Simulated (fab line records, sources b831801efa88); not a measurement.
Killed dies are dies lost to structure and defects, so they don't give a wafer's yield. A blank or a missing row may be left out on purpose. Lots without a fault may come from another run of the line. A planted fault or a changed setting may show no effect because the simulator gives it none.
Which tool did it? | flow sky130 | 12 lots, 36 wafers sampled, at 2 steps of a route of 708

WHAT THE GAUGES READ, wafer by wafer
SKY_VT_ADJUST_LVTN_TW_MEAS_10.
lot  | measured     | on            | VT_ADJUST_LVTN_TW
L564 | day 6 21:04  | film_metro-02 | 242.6 242.6 243.4
L567 | day 7 20:22  | film_metro-04 | 241.9 240.8 242.7
L568 | day 8 00:19  | film_metro-04 | 240.3 240.9 240.5
L570 | day 8 13:16  | film_metro-04 | 242.1 240.9 242.6
L572 | day 8 23:33  | film_metro-02 | 243.5 241.6 242.6
L574 | day 9 15:49  | film_metro-01 | 240.6 241.8 240.3
L578 | day 10 20:03 | film_metro-04 | 241.0 240.1 240.0
L579 | day 10 22:49 | film_metro-02 | 240.0 238.1 240.5
L581 | day 11 14:13 | film_metro-01 | 241.2 240.6 240.7
L584 | day 12 12:43 | film_metro-01 | 240.8 239.6 240.9
L586 | day 13 01:10 | film_metro-01 | 240.7 240.1 241.3
L587 | day 13 08:20 | film_metro-04 | 241.8 241.6 241.9

WHICH TOOL RAN EACH LOT (tool, then ch and the chambers of the sampled wafers, then the start)
lot  | SKY_NWELL_STRIP_14
L564 | plasma_asher-04 ch 0,1, day 4 13:56
L567 | plasma_asher-03 ch 0,1, day 5 09:53
L568 | plasma_asher-04 ch 0,1, day 5 13:41
L570 | plasma_asher-04 ch 0,1, day 6 00:51
L572 | plasma_asher-04 ch 0,1, day 6 10:17
L574 | plasma_asher-04 ch 0,1, day 7 00:12
L578 | plasma_asher-01 ch 0,1, day 8 01:03
L579 | plasma_asher-01 ch 0, day 8 04:03
L581 | plasma_asher-03 ch 0,1, day 8 18:06
L584 | plasma_asher-04 ch 0,1, day 9 12:42
L586 | plasma_asher-04 ch 0,1, day 9 23:48
L587 | plasma_asher-03 ch 0,1, day 10 07:33
- SKY_NWELL_STRIP_14: strips in O2/N2.

WHAT THE TOOLS THEMSELVES READ (means of the sampled wafers that have a number; where no wafer has one, the mark that the record gives instead)
SKY_NWELL_STRIP_14.
lot  | tool            | chamber_pressure_mTorr (mTorr) | drypump_motor_current_A (A) | oes_product_au (a.u.) | strip_time_to_endpoint_s (s)
L564 | plasma_asher-04 | 1500.6                         | 5.55                        | 0.724                 | 36.94
L567 | plasma_asher-03 | 1500.2                         | 5.96                        | 0.721                 | 36.91
L568 | plasma_asher-04 | 1500.0                         | 5.43                        | 0.720                 | 36.73
L570 | plasma_asher-04 | 1499.7                         | 5.53                        | 0.722                 | 36.94
L572 | plasma_asher-04 | 1600.9                         | 5.61                        | 0.728                 | 36.61
L574 | plasma_asher-04 | 1598.6                         | 5.55                        | 0.730                 | 36.36
L578 | plasma_asher-01 | 1499.0                         | 5.71                        | 0.721                 | 36.98
L579 | plasma_asher-01 | 1499.1                         | 5.55                        | 0.723                 | 37.02
L581 | plasma_asher-03 | 1499.6                         | 5.95                        | 0.718                 | 36.96
L584 | plasma_asher-04 | 1499.8                         | 5.57                        | 0.718                 | 36.68
L586 | plasma_asher-04 | 1500.0                         | 5.58                        | 0.724                 | 36.99
L587 | plasma_asher-03 | 1500.5                         | 5.92                        | 0.720                 | 36.94

THE ANSWER, worked out from the rows above alone
Rule: what is usual is taken from the lots themselves. Put in order of their means at a reading, lots are off if they are a third of the lots or fewer, leave a main group of 4 or more, and stand apart from it by a gap of 3 or more times the standard deviation of the main group's means; of several such gaps the widest counts. A main group whose means are all the same, to the digits that the tables above print for the reading, isn't used. A lot without any number at a reading at which 4 lots or more have one is off too. The other lots that the step has rows for count as sound. The gauges are gone through in route order, then the tools' own readings, and for those a lot's mean is taken as printed above. The first step at which some lot is off is used, and at that step the reading that is off furthest; a lot without a number counts as furthest.
Off: L572, L574, at SKY_NWELL_STRIP_14 (chamber_pressure_mTorr). The main group: mean 1499.8 mTorr, standard deviation 0.5.
A tool fits if, at that step or a process step before it, it ran every lot that is off, and no sound lot after the first of them. None of those tried fits.

WHAT THE SIMULATOR HAD PUT IN
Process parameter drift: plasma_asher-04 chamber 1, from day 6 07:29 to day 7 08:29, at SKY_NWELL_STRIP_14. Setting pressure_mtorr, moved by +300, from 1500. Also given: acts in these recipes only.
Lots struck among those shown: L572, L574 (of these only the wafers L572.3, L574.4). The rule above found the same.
